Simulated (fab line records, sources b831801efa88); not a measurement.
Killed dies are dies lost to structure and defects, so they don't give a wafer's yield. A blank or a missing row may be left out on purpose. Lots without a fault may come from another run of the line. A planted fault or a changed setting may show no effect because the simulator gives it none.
One fault seen from 2 desks | flow gf180mcu | each desk has only its own numbers; what lay behind them comes last

THE TOOL OWNER'S DESK: lpcvd-02
The tool's own readings at GF_HV_LDD_CVD_54 (deposits SiO2 from TEOS, target thk 10 nm, time 75 s): means of the sampled wafers that have a number, for each lot that ran on this tool. A lot is out of limits, marked OUT, if its mean lies more than 4 standard deviations from the usual mean; the brackets give that distance.
Columns: A = pressure_mtorr at GF_HV_LDD_CVD_54, usual 400.0 mTorr; B = zone_power_top_pct at GF_HV_LDD_CVD_54, usual 20.7 %
lot  | first seen here | A     | B
L321 | day 12 08:25    | 400.1 | 20.5
L322 | day 12 15:46    | 399.5 | 20.6
L323 | day 12 22:33    | 400.0 | 20.4
L324 | day 13 11:17    | 399.4 | 20.6
L336 | day 17 15:27    | 400.5 | 20.6
L337 | day 17 23:38    | 401.1 | 22.2
L340 | day 18 17:24    | 399.3 | 20.3
L341 | day 19 01:34    | 400.6 | 20.3
L342 | day 19 05:20    | 399.5 | 21.9
This desk's finding: nothing out of limits on any of the 9 lots.

THE METROLOGY DESK
What the gauges read, lot by lot, whatever tool the lot ran on: means of the sampled wafers that have a number. A lot is out of limits, marked OUT, if its mean lies more than 4 standard deviations from the usual mean; the brackets give that distance.
Columns: A = HV_LDD_CVD_54_THK at GF_HV_LDD_THK_MEAS_55, usual 9.98 nm; B = NSD_TW at GF_NSD_TW_MEAS_12, usual 4258
lot  | first seen here | A              | B
L321 | day 12 09:26    | 10.23          | 4208
L322 | day 12 16:47    | 10.09          | 4290
L323 | day 12 23:34    | 8.34 (-12) OUT | 4311
L324 | day 13 12:19    | 8.50 (-11) OUT | 4213
L334 | day 17 03:02    | 10.00          | 4193
L335 | day 17 05:34    | 9.95           | 4270
L336 | day 17 16:29    | 9.97           | 4274
L337 | day 18 00:39    | 10.07          | 4270
L338 | day 18 03:10    | 9.86           | 4287
L340 | day 18 18:25    | 10.05          | 4199
L341 | day 19 02:35    | 10.07          | 4212
L342 | day 19 06:22    | 9.80           | 4306
This desk's finding: out of limits on L323, L324; first on L323, day 12 23:34 (HV_LDD_CVD_54_THK at GF_HV_LDD_THK_MEAS_55). In limits: L321, L322, L334, L335, L336, L337, L338, L340, L341, L342.

PUT TOGETHER
The metrology desk could have raised an alarm at day 12 23:34, on L323, L324.
The tool owner's desk saw nothing out of limits.
The tool owner's desk has L323, L324 on record, within its limits.
Of the lots named, all ran GF_HV_LDD_CVD_54 on lpcvd-02.

WHAT THE SIMULATOR HAD PUT IN
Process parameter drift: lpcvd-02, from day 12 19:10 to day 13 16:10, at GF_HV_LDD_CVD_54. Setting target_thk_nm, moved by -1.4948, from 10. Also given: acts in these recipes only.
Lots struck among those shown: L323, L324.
Hours from the fault's start to each desk's first reading out of limits: the metrology desk, 4.
